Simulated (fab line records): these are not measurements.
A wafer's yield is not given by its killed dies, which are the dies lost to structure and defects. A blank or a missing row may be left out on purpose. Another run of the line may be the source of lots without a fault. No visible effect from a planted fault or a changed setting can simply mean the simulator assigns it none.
2 desks, one fault | flow sky130 | each desk has only its own numbers; what lay behind them comes last

## AT THE TOOL OWNER'S DESK: hdpcvd-02
The tool's own readings at SKY_VIA1_HDPCVD_00 (deposits SiO2, target thk 1030 nm, time 171.7 s): means of the sampled wafers that have a number, for each lot that ran on this tool. A lot is out of limits, marked OUT, if its mean lies more than 4 standard deviations from the usual mean; the brackets give that distance.
Columns: A = run_length_s at SKY_VIA1_HDPCVD_00, usual 199.8 s; B = sih4_flow_sccm at SKY_VIA1_HDPCVD_00, usual 59.99 sccm
lot  | first seen here | A               | B
L368 | day 33 09:08    | 200.0           | 60.15
L372 | day 35 04:40    | 199.7           | 60.00
L375 | day 36 08:35    | 199.5           | 60.10
L380 | day 37 15:23    | 222.3 (+70) OUT | 60.17
L381 | day 37 17:11    | 222.2 (+70) OUT | 59.81
This desk's finding: out of limits on L380, L381; first on L380, day 37 15:23 (run_length_s at SKY_VIA1_HDPCVD_00). L368, L372, L375: within limits.

## AT THE METROLOGY DESK
What the gauges read, lot by lot, whatever tool the lot ran on: means of the sampled wafers that have a number. A lot is out of limits, marked OUT, if its mean lies more than 4 standard deviations from the usual mean; the brackets give that distance.
Columns: A = CONTACT_W_RS at SKY_CONTACT_RS_MEAS_25, usual 0.334 ohm/sq; B = VIA1_HDPCVD_THK at SKY_VIA1_THK_MEAS_01, usual 1029 nm
lot  | first seen here | A     | B
L366 | day 31 15:44    | 0.341 | 1020
L368 | day 32 04:40    | 0.333 | 1019
L372 | day 34 00:38    | 0.334 | 1023
L373 | day 34 10:59    | 0.335 | 1027
L375 | day 35 04:16    | 0.328 | 1041
L376 | day 35 06:50    | 0.336 | 1019
L380 | day 36 11:44    | 0.332 | 1159 (+12) OUT
L381 | day 36 13:56    | 0.329 | 1167 (+13) OUT
L384 | day 37 10:05    | 0.334 | 1019
L385 | day 37 14:38    | 0.338 | 1020
L389 | day 39 06:38    | 0.333 | 1041
This desk reports L380, L381 out of limits; the earliest was L380 at day 37 15:30 (VIA1_HDPCVD_THK at SKY_VIA1_THK_MEAS_01). L366, L368, L372, L373, L375, L376, L384, L385, L389: within limits.

## PUT TOGETHER
At day 37 15:23, on L380, L381, the tool owner's desk was in a position to raise an alarm.
On L380, L381, the metrology desk was in a position to raise an alarm at day 37 15:30.
All the named lots went through SKY_VIA1_HDPCVD_00 on hdpcvd-02.

## WHAT THE SIMULATOR HAD INSERTED
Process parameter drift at SKY_VIA1_HDPCVD_00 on hdpcvd-02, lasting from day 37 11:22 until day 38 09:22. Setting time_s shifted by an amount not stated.
Struck lots among those shown: L380, L381.
Hours from the fault's start to each desk's first reading out of limits: the tool owner's desk, 4; the metrology desk, 4.
